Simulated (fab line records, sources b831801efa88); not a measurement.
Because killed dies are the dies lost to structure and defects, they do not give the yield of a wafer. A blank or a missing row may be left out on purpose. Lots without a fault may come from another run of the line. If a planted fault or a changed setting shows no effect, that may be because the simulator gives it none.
Which tool was responsible? :: flow gf180mcu :: 17 wafers sampled from 6 lots at 1 step of a route of 602

== WHAT THE GAUGES SHOWED, per wafer ==
GF_V4_BOW_MEAS_05.
lot: L771
measured: day 23 14:27
on: film metro-02
V4_BOW (um): 128 129 136

lot: L773
measured: day 24 11:52
on: film metro-04
V4_BOW (um): 125 129 131

lot: L776
measured: day 25 11:02
on: film metro-04
V4_BOW (um): 145 130 136

lot: L778
measured: day 26 07:20
on: film metro-04
V4_BOW (um): 125 138 133

lot: L784
measured: day 28 05:23
on: film metro-01
V4_BOW (um): 150 132

lot: L790
measured: day 29 17:08
on: film metro-04
V4_BOW (um): 148 155 157

== WHICH TOOL RAN EACH LOT (tool, then ch and the chambers of the sampled wafers, then the start) ==
The record holds no process step before these readings.

== THE ANSWER, worked out from the rows above alone ==
Rule: what is usual is taken from the lots themselves. Put in order of their means at a reading, lots are off if they are a third of the lots or fewer, leave a main group of 4 or more, and stand apart from it by a gap of 3 or more times the standard deviation of the main group's means; of several such gaps the widest counts. If all means in a main group match to the digits the tables above print for the reading, that group is not used. A lot without any number at a reading at which 4 lots or more have one is off too. The other lots that the step has rows for count as sound.
No lot is off on any of the readings shown, so nothing can be concluded from this.

== WHAT WAS PUT IN BY THE SIMULATOR ==
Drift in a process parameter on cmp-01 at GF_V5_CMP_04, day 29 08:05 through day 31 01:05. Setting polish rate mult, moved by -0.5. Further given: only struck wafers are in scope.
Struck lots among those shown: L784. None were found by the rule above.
